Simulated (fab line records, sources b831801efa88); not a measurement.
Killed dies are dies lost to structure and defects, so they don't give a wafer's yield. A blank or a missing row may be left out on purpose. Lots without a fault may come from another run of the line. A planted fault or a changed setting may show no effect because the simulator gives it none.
One fault seen from 2 desks | flow sky130 | each desk has only its own numbers; what lay behind them comes last

THE TOOL OWNER'S DESK: iline_stepper-01
The tool's own readings at SKY_DNWELL_EXPOSE_04 (exposes mask DNM, target cd 3000 nm): means of the sampled wafers that have a number, for each lot that ran on this tool. A lot is out of limits, marked OUT, if its mean lies more than 4 standard deviations from the usual mean; the brackets give that distance.
Columns: A = exposure_dose_mJ_cm2 at SKY_DNWELL_EXPOSE_04, usual 221.98; B = focus_offset_nm at SKY_DNWELL_EXPOSE_04, usual -0.1 nm
lot  | first seen here | A      | B
L480 | day 3 01:26     | 221.73 | -0.3
L492 | day 6 01:15     | 221.85 | 0.4
L497 | day 6 23:35     | 221.98 | -0.2
L501 | day 7 22:34     | 221.64 | -0.2
L502 | day 8 04:53     | 221.96 | -0.3
This desk's finding: nothing out of limits on any of the 5 lots.

THE METROLOGY DESK
What the gauges read, lot by lot, whatever tool the lot ran on: means of the sampled wafers that have a number. A lot is out of limits, marked OUT, if its mean lies more than 4 standard deviations from the usual mean; the brackets give that distance.
Columns: A = FIELD_ISO_CVD_03_THK at SKY_FIELD_ISO_THK_MEAS_04, usual 165.7 nm; B = DNWELL_TW at SKY_DNWELL_TW_MEAS_09, usual 1115; C = VT_ADJUST_LVTN_01_OVL at SKY_VT_ADJUST_LVTN_OVL_MEAS_18, usual -1.0 nm; D = VT_ADJUST_NCORE_TW at SKY_VT_ADJUST_NCORE_TW_MEAS_11, usual 216.6
lot  | first seen here | A     | B                    | C    | D
L480 | day 1 18:29     | 166.1 | 1121                 | -2.0 | 218.9
L484 | day 2 15:49     | 163.7 | 1118                 | -0.6 | 215.5
L485 | day 2 21:18     | 165.5 | 1117                 | -0.2 | 218.1
L488 | day 3 12:49     | 165.2 | 30 (-99 or more) OUT | -2.0 | 213.9
L489 | day 3 15:49     | 165.8 | 1127                 | -0.3 | 217.2
L490 | day 3 20:53     | 169.0 | 1105                 | -0.3 | 213.2
L491 | day 4 03:43     | 165.3 | 30 (-99 or more) OUT | -1.4 | 221.3
L492 | day 4 12:30     | 164.8 | 1110                 | -1.3 | 212.3
L497 | day 5 12:26     | 167.0 | 1107                 | 1.5  | 213.0
L498 | day 5 15:16     | 165.7 | 1104                 | -1.6 | 216.8
L499 | day 5 19:22     | 165.1 | 1105                 | 0.3  | 212.5
L500 | day 5 23:07     | 166.3 | 1113                 | -1.7 | 221.0
L501 | day 6 06:44     | 166.4 | 1121                 | -1.4 | 219.6
L502 | day 6 09:46     | 165.5 | 1114                 | -2.4 | 218.2
This desk's finding: out of limits on L488, L491; first on L488, day 5 18:59 (DNWELL_TW at SKY_DNWELL_TW_MEAS_09). In limits: L480, L484, L485, L489, L490, L492, L497, L498, L499, L500, L501, L502.

PUT TOGETHER
The metrology desk could have raised an alarm at day 5 18:59, on L488, L491.
The tool owner's desk saw nothing out of limits.
The tool owner's desk has no number on record for L488, L491.
Of the lots named, all ran SKY_DNWELL_EXPOSE_04 on iline_stepper-01.

WHAT THE SIMULATOR HAD PUT IN
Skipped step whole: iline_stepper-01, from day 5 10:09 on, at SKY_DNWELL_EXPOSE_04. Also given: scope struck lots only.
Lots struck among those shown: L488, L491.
Hours from the fault's start to each desk's first reading out of limits: the metrology desk, 9.
